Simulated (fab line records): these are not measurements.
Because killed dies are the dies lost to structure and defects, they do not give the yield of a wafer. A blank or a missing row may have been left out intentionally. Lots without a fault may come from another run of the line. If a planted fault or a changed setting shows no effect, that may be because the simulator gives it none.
Which tool is to blame?    flow gf180mcu    36 wafers from 12 lots sampled at 6 of the route's 602 steps

## WHAT EACH GAUGE READ, for each wafer
GF_V1_THK_MEAS_25: measures by xrf.
lot   measured      on             V1_W_THK (nm)
L178  day 18 14:00  film-metro-03  362 357 355
L179  day 19 05:36  film-metro-01  360 361 359
L180  day 19 16:49  film-metro-01  353 355 359
L181  day 19 23:06  film-metro-04  354 353 354
L190  day 23 04:23  film-metro-04  348 346 359
L191  day 23 11:58  film-metro-03  364 373 365
L192  day 23 14:09  film-metro-01  352 361 352
L194  day 24 09:50  film-metro-04  349 351 353
L195  day 24 19:42  film-metro-04  349 347 351
L196  day 24 21:19  film-metro-03  358 369 360
L197  day 25 06:11  film-metro-01  355 356 356
L198  day 25 17:02  film-metro-04  348 353 344

GF_M2_OVL_MEAS_15.
lot   measured      on          M2_OVL (nm)
L178  day 19 15:16  overlay-01  -2 -12 -9
L179  day 20 06:48  overlay-01  -8 -2 -3
L180  day 20 17:26  overlay-01  -5 -6 0
L181  day 20 23:46  overlay-01  3 0 -6
L190  day 24 03:46  overlay-01  -4 -9 -5
L191  day 24 09:41  overlay-02  1 -1 -5
L192  day 24 13:02  overlay-02  -6 -2 -9
L194  day 25 07:32  overlay-02  -8 -9 -5
L195  day 25 17:15  overlay-02  -17 -12 -16
L196  day 25 19:40  overlay-01  -5 -10 -11
L197  day 26 03:35  overlay-01  2 -2 -9
L198  day 26 14:59  overlay-01  3 1 2

GF_V2_THK_MEAS_03.
lot   measured      on             V2_CVD_02_THK (nm)
L178  day 19 16:10  film-metro-04  839 859 854
L179  day 20 07:43  film-metro-03  857 858 877
L180  day 20 18:20  film-metro-04  855 843 857
L181  day 21 00:46  film-metro-04  855 872 849
L190  day 24 04:40  film-metro-02  772 795 880
L191  day 24 10:35  film-metro-04  767 860 854
L192  day 24 13:57  film-metro-04  853 862 879
L194  day 25 08:26  film-metro-04  857 874 851
L195  day 25 18:09  film-metro-03  847 851 866
L196  day 25 20:35  film-metro-03  845 873 857
L197  day 26 04:29  film-metro-03  853 874 844
L198  day 26 15:53  film-metro-04  855 865 855

GF_V2_OVL_MEAS_15.
lot   measured      on          V2_OVL (nm)
L178  day 20 16:57  overlay-01  -7 -1 4
L179  day 21 07:49  overlay-02  4 8 6
L180  day 21 18:53  overlay-01  2 3 -1
L181  day 22 00:28  overlay-02  11 10 7
L190  day 25 02:46  overlay-02  2 -2 5
L191  day 25 08:30  overlay-02  8 5 9
L192  day 25 11:46  overlay-01  7 3 17
L194  day 26 06:11  overlay-01  4 3 10
L195  day 26 15:53  overlay-01  1 3 5
L196  day 26 17:35  overlay-01  5 2 6
L197  day 27 01:50  overlay-02  -4 -3 0
L198  day 27 12:54  overlay-01  -5 -9 -5

## WHAT TOOL EACH LOT RAN ON (gives the tool, then ch and the chambers of the sampled wafers, and finally the start)
lot   GF_V2_CVD_02                     GF_V2_CMP_04
L178  pecvd-04 ch 0,1,2, day 19 16:05  cmp-02 ch 2,3, day 19 16:13
L179  pecvd-04 ch 0,1,2, day 20 07:39  cmp-01 ch 2,3, day 20 07:45
L180  pecvd-01 ch 1,2, day 20 18:16    cmp-02 ch 0,1,2, day 20 18:23
L181  pecvd-04 ch 0,2, day 21 00:41    cmp-01 ch 1,2, day 21 00:52
L190  pecvd-04 ch 1,2, day 24 04:35    cmp-01 ch 0,1,3, day 24 04:46
L191  pecvd-04 ch 1,2, day 24 10:31    cmp-01 ch 1,2, day 24 10:38
L192  pecvd-03 ch 0,1, day 24 13:52    cmp-01 ch 1,2,3, day 24 14:02
L194  pecvd-01 ch 0,1,2, day 25 08:22  cmp-01 ch 0,1, day 25 08:32
L195  pecvd-03 ch 0,1,2, day 25 18:05  cmp-02 ch 0,3, day 25 18:13
L196  pecvd-03 ch 0,1, day 25 20:29    cmp-02 ch 0,2,3, day 25 20:43
L197  pecvd-01 ch 0,1,2, day 26 04:25  cmp-02 ch 2,3, day 26 04:32
L198  pecvd-03 ch 0,1,2, day 26 15:49  cmp-02 ch 0,1, day 26 16:14
- GF_V2_CVD_02: deposits SiO2 from TEOS, target thk 850 nm, time 94.851 s.
- GF_V2_CMP_04: polishes SiO2.

## WHAT THE TOOLS THEMSELVES READ (means of the sampled wafers that have a number; where no wafer has one, the mark that the record gives instead)
GF_V2_CVD_02.
lot   tool      heater-power-w (W)
L178  pecvd-04  753
L179  pecvd-04  817
L180  pecvd-01  737
L181  pecvd-04  739
L190  pecvd-04  718
L191  pecvd-04  781
L192  pecvd-03  694
L194  pecvd-01  773
L195  pecvd-03  750
L196  pecvd-03  725
L197  pecvd-01  796
L198  pecvd-03  757

GF_V2_CMP_04.
lot   tool    motor-current-A (A)  platen-rpm (rpm)  time-to-endpoint-s (s)
L178  cmp-02  12.0                 59.98             82
L179  cmp-01  12.4                 59.98             91
L180  cmp-02  13.0                 60.00             85
L181  cmp-01  12.6                 60.04             89
L190  cmp-01  11.4                 59.99             68
L191  cmp-01  11.7                 59.99             70
L192  cmp-01  12.2                 60.00             83
L194  cmp-01  11.3                 59.97             80
L195  cmp-02  13.4                 59.98             88
L196  cmp-02  12.6                 60.03             88
L197  cmp-02  11.5                 60.03             83
L198  cmp-02  14.1                 59.99             87

## THE ANSWER, worked out from the rows above alone
Rule: the usual values come from the lots themselves. Put in order of their means at a reading, lots are off if they are a third of the lots or fewer, leave a main group of 4 or more, and stand apart from it by a gap of 3 or more times the standard deviation of the main group's means; of several such gaps the widest counts. Not used: any main group whose means are identical at the precision the tables above print for the reading. A lot without any number at a reading at which 4 lots or more have one is off too. The other lots that the step has rows for count as sound. After the gauges, taken in route order, come the tools' own readings; for these a lot's mean is taken, as printed above. The first step at which some lot is off is used, and at that step the reading that is off furthest; a lot without a number counts as furthest.
Off: L190, L191, seen at GF_V2_THK_MEAS_03 (V2_CVD_02_THK). The main group: mean 858 nm, standard deviation 4.4.
A tool fits if, at a process step before that reading, it ran every lot that is off, and no sound lot after the first of them. The gauges at GF_V2_THK_MEAS_03 are tried like those tools. One candidate fits, namely pecvd-04 at GF_V2_CVD_02. A fault onset in the window from L181 (day 21 00:41, its last sound lot) to L190 (day 24 04:35, its first lot off) fits.

## WHAT WAS PUT IN BY THE SIMULATOR
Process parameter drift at GF_V2_CVD_02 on pecvd-04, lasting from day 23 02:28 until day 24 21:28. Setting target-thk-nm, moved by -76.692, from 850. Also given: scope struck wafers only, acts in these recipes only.
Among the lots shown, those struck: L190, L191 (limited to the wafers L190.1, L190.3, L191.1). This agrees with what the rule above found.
